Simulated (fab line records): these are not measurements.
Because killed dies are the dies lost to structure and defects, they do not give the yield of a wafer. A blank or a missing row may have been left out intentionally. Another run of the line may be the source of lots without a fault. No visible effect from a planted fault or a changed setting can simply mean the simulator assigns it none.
What tool caused it?	flow gf180mcu	12 lots (36 wafers sampled), 1 step of a 602-step route

## WHAT THE GAUGES READ, wafer by wafer
GF_M4_CD_MEAS_14 targets a cd of 280 nm. Usual: cd_nm at 279.8 nm, with a standard deviation of 1.3.
lot	measured	on	cd_nm (nm)	flag
L658	day 23 15:20	cd_sem-01	280.8 279.7 279.5	
L661	day 24 11:01	cd_sem-01	277.6 277.2 277.0	
L662	day 24 20:34	cd_sem-02	277.8 276.2 278.0	
L664	day 25 15:26	cd_sem-01	280.6 280.6 279.7	
L665	day 25 21:44	cd_sem-02	278.9 278.4 279.6	
L666	day 26 08:02	cd_sem-02	280.9 280.0 280.0	
L668	day 27 03:50	cd_sem-01	279.0 279.1 279.2	
L669	day 27 08:24	cd_sem-02	280.6 280.2 278.5	
L675	day 29 00:14	cd_sem-01	279.2 279.4 280.3	
L677	day 29 12:28	cd_sem-01	280.7 280.2 279.8	
L680	day 30 06:25	cd_sem-01	279.6 279.2 280.1	
L681	day 30 14:59	cd_sem-01	281.0 281.1 280.5	

## WHAT TOOL EACH LOT RAN ON (gives the tool, then ch and the chambers of the sampled wafers, and finally the start)
Before these readings, the record contains no process step.

## AS READ BY THE TOOLS THEMSELVES (means over the sampled wafers that have a number; for cases with no such wafer, the mark the record gives instead)
The record holds no such reading with a usual standard deviation.

## THE ANSWER, worked out from the rows above alone
Rule: a lot is off if the mean of its wafers that have a number lies more than 3 standard deviations from the usual mean. Also off: a lot with no number at a reading for which 4 or more lots have one. Any other lot the step has rows for is counted as sound. Order of review: gauges by route order, followed by the tools' own readings, for which a lot's mean as printed above is used. The first step at which some lot is off is used, and at that step the reading that is off furthest; a lot without a number counts as furthest.
Across all readings shown, no lot is off: no conclusion can be drawn from this.

## WHAT THE SIMULATOR HAD PUT IN
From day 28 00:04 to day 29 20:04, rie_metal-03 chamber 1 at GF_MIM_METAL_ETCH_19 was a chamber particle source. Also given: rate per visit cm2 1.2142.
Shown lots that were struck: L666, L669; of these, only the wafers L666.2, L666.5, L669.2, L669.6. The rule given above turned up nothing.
